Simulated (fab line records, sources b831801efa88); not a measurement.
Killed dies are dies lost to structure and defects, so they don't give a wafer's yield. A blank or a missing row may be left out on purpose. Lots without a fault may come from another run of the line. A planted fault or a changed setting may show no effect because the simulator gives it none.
Which tool did it? | flow sky130 | 12 lots, 36 wafers sampled, at 1 step of a route of 708

WHAT THE GAUGES READ, wafer by wafer
SKY_VIA3_BOW_MEAS_03.
lot  | measured     | on            | VIA3_BOW (um)
L374 | day 38 10:13 | film_metro-01 | 78 81 72
L378 | day 39 16:19 | film_metro-04 | 84 83 89
L383 | day 41 12:09 | film_metro-03 | 79 73 64
L384 | day 42 02:07 | film_metro-01 | 89 92 84
L388 | day 42 13:29 | film_metro-03 | 87 75 75
L389 | day 43 06:00 | film_metro-04 | 86 84 72
L390 | day 43 10:50 | film_metro-03 | 65 84 70
L391 | day 43 15:50 | film_metro-04 | 82 83 76
L392 | day 43 20:21 | film_metro-01 | 78 64 72
L393 | day 44 05:04 | film_metro-01 | 76 80 83
L394 | day 44 05:18 | film_metro-04 | 59 76 79
L396 | day 44 16:24 | film_metro-01 | 83 81 69

WHICH TOOL RAN EACH LOT (tool, then ch and the chambers of the sampled wafers, then the start)
The record holds no process step before these readings.

WHAT THE TOOLS THEMSELVES READ (means of the sampled wafers that have a number; where no wafer has one, the mark that the record gives instead)
The record holds no such reading with a usual standard deviation.

THE ANSWER, worked out from the rows above alone
Rule: what is usual is taken from the lots themselves. Put in order of their means at a reading, lots are off if they are a third of the lots or fewer, leave a main group of 4 or more, and stand apart from it by a gap of 3 or more times the standard deviation of the main group's means; of several such gaps the widest counts. A main group whose means are all the same, to the digits that the tables above print for the reading, isn't used. A lot without any number at a reading at which 4 lots or more have one is off too. The other lots that the step has rows for count as sound. The gauges are gone through in route order, then the tools' own readings, and for those a lot's mean is taken as printed above. The first step at which some lot is off is used, and at that step the reading that is off furthest; a lot without a number counts as furthest.
No lot is off at any reading shown: from this, nothing can be told.

WHAT THE SIMULATOR HAD PUT IN
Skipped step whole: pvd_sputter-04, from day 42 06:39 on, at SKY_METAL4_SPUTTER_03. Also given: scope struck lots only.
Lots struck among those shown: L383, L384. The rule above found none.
